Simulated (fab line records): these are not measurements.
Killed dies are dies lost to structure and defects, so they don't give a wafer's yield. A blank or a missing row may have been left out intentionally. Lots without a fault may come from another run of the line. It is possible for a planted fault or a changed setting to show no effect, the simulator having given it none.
Which tool did it? ; flow gf180mcu ; 13 lots with 39 wafers sampled at 4 steps, on a route of 602 steps

## WHAT THE GAUGES READ, wafer by wafer
GF_SALICIDE_THK_MEAS_05: measures by xrf. Usual: SALICIDE_TIN_THK 20.31 nm, standard deviation 0.27.
lot;measured;on;SALICIDE_TIN_THK (nm);flag
L673;day 15 03:47;film-metro-02;20.17 20.02 20.17;
L674;day 15 09:59;film-metro-04;20.43 20.39 20.86;
L675;day 15 20:52;film-metro-02;20.52 20.50 20.90;
L676;day 15 23:04;film-metro-04;20.09 20.19 20.20;
L678;day 16 23:39;film-metro-02;20.71 20.50 20.54;
L679;day 17 08:46;film-metro-03;20.42 20.08 20.16;
L682;day 18 10:23;film-metro-03;19.49 19.46 19.70;
L684;day 19 11:44;film-metro-03;19.69 19.38 19.54;
L690;day 21 20:07;film-metro-02;20.72 20.72 20.59;
L691;day 21 20:29;film-metro-04;20.10 19.70 20.00;
L692;day 21 23:02;film-metro-04;20.36 20.16 20.13;
L693;day 22 08:32;film-metro-04;19.75 20.01 19.80;
L694;day 22 17:08;film-metro-02;20.43 19.91 20.17;

GF_V1_THK_MEAS_01. Usual: V1_CVD_00_THK 600 nm, standard deviation 6.3.
lot;measured;on;V1_CVD_00_THK (nm);flag
L673;day 17 02:43;film-metro-01;605 599 610;
L674;day 17 10:00;film-metro-03;602 599 601;
L675;day 17 20:42;film-metro-03;598 605 599;
L676;day 17 22:40;film-metro-01;595 599 605;
L678;day 19 02:22;film-metro-01;601 591 595;
L679;day 19 10:09;film-metro-03;604 600 600;
L682;day 20 14:27;film-metro-02;600 601 597;
L684;day 21 15:41;film-metro-01;599 599 602;
L690;day 23 21:49;film-metro-02;591 594 592;
L691;day 23 22:25;film-metro-03;606 598 606;
L692;day 24 00:00;film-metro-01;606 598 587;
L693;day 24 09:53;film-metro-02;595 594 611;
L694;day 24 16:32;film-metro-02;601 603 605;

GF_V1_OVL_MEAS_15. Usual: V1_OVL 3 nm, standard deviation 3.9.
lot;measured;on;V1_OVL (nm);flag
L673;day 18 01:41;overlay-01;4 4 10;
L674;day 18 10:29;overlay-02;1 4 4;
L675;day 18 21:11;overlay-02;1 2 0;
L676;day 18 23:24;overlay-02;-1 5 7;
L678;day 20 03:49;overlay-02;0 5 4;
L679;day 20 10:44;overlay-02;3 2 -3;
L682;day 21 14:29;overlay-02;-1 12 8;
L684;day 22 15:56;overlay-02;5 3 3;
L690;day 24 20:35;overlay-02;-1 0 -1;
L691;day 24 21:32;overlay-02;7 6 12;
L692;day 24 22:50;overlay-01;4 3 12;
L693;day 25 08:47;overlay-01;8 3 7;
L694;day 25 14:47;overlay-02;-1 9 -2;

## EACH LOT AND THE TOOL THAT RAN IT (in order: tool; ch and the chambers of the sampled wafers; start)
lot;GF_SALICIDE_SPUTTER_03
L673;pvd-sputter-01, day 15 03:32
L674;pvd-sputter-03, day 15 09:49
L675;pvd-sputter-03, day 15 20:41
L676;pvd-sputter-01, day 15 22:53
L678;pvd-sputter-03, day 16 23:31
L679;pvd-sputter-01, day 17 08:37
L682;pvd-sputter-01, day 18 10:13
L684;pvd-sputter-01, day 19 11:35
L690;pvd-sputter-03, day 21 19:58
L691;pvd-sputter-04, day 21 20:20
L692;pvd-sputter-03, day 21 22:53
L693;pvd-sputter-01, day 22 08:22
L694;pvd-sputter-01, day 22 16:59
- GF_SALICIDE_SPUTTER_03: material TiN, target thk 20 nm, time 16.7 s.

## WHAT THE TOOLS THEMSELVES READ (means of the sampled wafers that have a number; where no wafer has one, the mark that the record gives instead)
GF_SALICIDE_SPUTTER_03. Usual: cathode-dc-power-W 6500.0 W, standard deviation 1.1; throttle-valve-pct 30.3 %, standard deviation 0.84.
lot;tool;cathode-dc-power-W (W);throttle-valve-pct (%);flag
L673;pvd-sputter-01;6500.4;30.2;
L674;pvd-sputter-03;6500.8;30.4;
L675;pvd-sputter-03;6500.0;29.9;
L676;pvd-sputter-01;6501.6;30.9;
L678;pvd-sputter-03;6500.9;30.3;
L679;pvd-sputter-01;6498.8;30.5;
L682;pvd-sputter-01;6324.7;30.6;OFF
L684;pvd-sputter-01;6322.2;30.4;OFF
L690;pvd-sputter-03;6501.3;30.3;
L691;pvd-sputter-04;6500.7;31.3;
L692;pvd-sputter-03;6499.8;29.9;
L693;pvd-sputter-01;6499.7;30.1;
L694;pvd-sputter-01;6499.3;30.4;

## THE ANSWER, worked out from the rows above alone
Rule: a lot is off if the mean of its wafers that have a number lies more than 3 standard deviations from the usual mean. Also off: a lot with no number at a reading for which 4 or more lots have one. Where the step has rows for the other lots, those lots are counted as sound. The gauges are gone through in route order, then the tools' own readings, and for those a lot's mean is taken as printed above. The first step at which some lot is off is used, and at that step the reading that is off furthest; a lot without a number counts as furthest.
Off at GF_SALICIDE_SPUTTER_03 (cathode-dc-power-W): L682, L684.
A tool fits if, at that step or a process step before it, it ran every lot that is off, and no sound lot after the first of them. Not one of the candidates tried fits.

## WHAT THE SIMULATOR HAD INSERTED
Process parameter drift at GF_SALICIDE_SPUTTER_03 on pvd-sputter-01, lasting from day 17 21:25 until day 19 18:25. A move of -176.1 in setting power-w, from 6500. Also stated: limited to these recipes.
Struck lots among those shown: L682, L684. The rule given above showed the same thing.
